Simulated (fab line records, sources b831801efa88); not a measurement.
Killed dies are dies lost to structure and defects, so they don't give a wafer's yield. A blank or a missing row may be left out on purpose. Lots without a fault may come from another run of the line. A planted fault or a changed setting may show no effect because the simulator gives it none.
A struck lot beside a sound one | flow gf180mcu | 14 steps out of a route of 602
Sound: wafers L621.2, L621.5, L621.6. Struck: wafers L638.3, L638.4, L638.6. The cause comes at the end.
At each step with rows: each side's tool, then ch and its chambers, then its first start. Under that, the readings that differ: sound wafers | struck wafers | difference of the means | sigmas: that difference in standard deviations of wafers without a fault.
alike: readings whose means differ by less than 2 such deviations, and words and numbers that are the same on both sides. not compared: withheld readings, readings that some wafer has no value for, bounds like >300 that may hide the same value, and numbers for which the record gives no deviation and whose values overlap.
The two part at a step that has a row with sigmas, a row that says differs or no value, or rows on one side only. Numbers that don't overlap but have no deviation are shown without sigmas and don't part them. A reading that every wafer of one side lacks parts them only if that side has two wafers or more.

GF_V2_CMP_26: polishes, stops on SiO2, t overpolish 15 s, target thk 0 nm.
  sound on cmp-01 ch 1,2, day 20 18:55; struck on cmp-02 ch 0,1,3, day 26 18:09
  alike: edge_zone_pressure_frac, motor_current_A, overpolish_run_s, time_to_endpoint_s
GF_M3_SPUTTER_00: material Ti, target thk 37.5 nm, time 150 s.
  sound on pvd_sputter-03, day 20 19:13; struck on pvd_sputter-03, day 26 18:27
  alike: cathode_dc_power_W, throttle_valve_pct
GF_M3_SPUTTER_01: material TiN, target thk 30 nm, time 25 s.
  sound on pvd_sputter-03, day 20 19:19; struck on pvd_sputter-03, day 26 18:33
  alike: cathode_dc_power_W, throttle_valve_pct
GF_M3_SPUTTER_02: material AlCu, target thk 450 nm, time 23.9 s.
  sound on pvd_sputter-03, day 20 19:21; struck on pvd_sputter-03, day 26 18:35
  alike: cathode_dc_power_W, throttle_valve_pct
GF_M3_SPUTTER_03: material Ti, target thk 10 nm, time 6.7 s.
  sound on pvd_sputter-03, day 20 19:23; struck on pvd_sputter-03, day 26 18:37
  alike: cathode_dc_power_W, throttle_valve_pct
then, 1 step without rows for these wafers: GF_M3_SPUTTER_04 (material TiN, target thk 50 nm, time 41.7 s).
GF_M3_RS_MEAS_05: measures by four-point-probe.
  sound on film_metro-01, day 20 19:28; struck on film_metro-01, day 26 18:43
  alike: M3_ALCU_RS
GF_M3_THK_MEAS_06: measures by xrf.
  sound on film_metro-01, day 20 19:34; struck on film_metro-01, day 26 18:49
  alike: M3_ALCU_THK
then, 4 steps without rows for these wafers: GF_M3_DEHYDRATE_07 (time 60 s); GF_M3_HMDS_08 (prime time 60 s); GF_M3_COAT_09 (resist thk 1000 nm); GF_M3_SOFTBAKE_10 (time 60 s).
GF_M3_EXPOSE_11: exposes mask Metal3, target cd 280 nm.
  sound on krf_scanner-01 ch 0, day 21 06:45; struck on krf_scanner-02, day 27 04:40
  no value came back on the struck wafers for exposure_dose_mJ_cm2, focus_offset_nm (nm), na, sigma_outer; on the sound wafers exposure_dose_mJ_cm2 reads 27.965 28.000 28.022
  alike: mask
then, 1 step without rows for these wafers: GF_M3_PEB_12 (peb time 90 s).

WHERE THEY PART
Only at GF_M3_EXPOSE_11, within this record.

WHY: what the simulator had put in
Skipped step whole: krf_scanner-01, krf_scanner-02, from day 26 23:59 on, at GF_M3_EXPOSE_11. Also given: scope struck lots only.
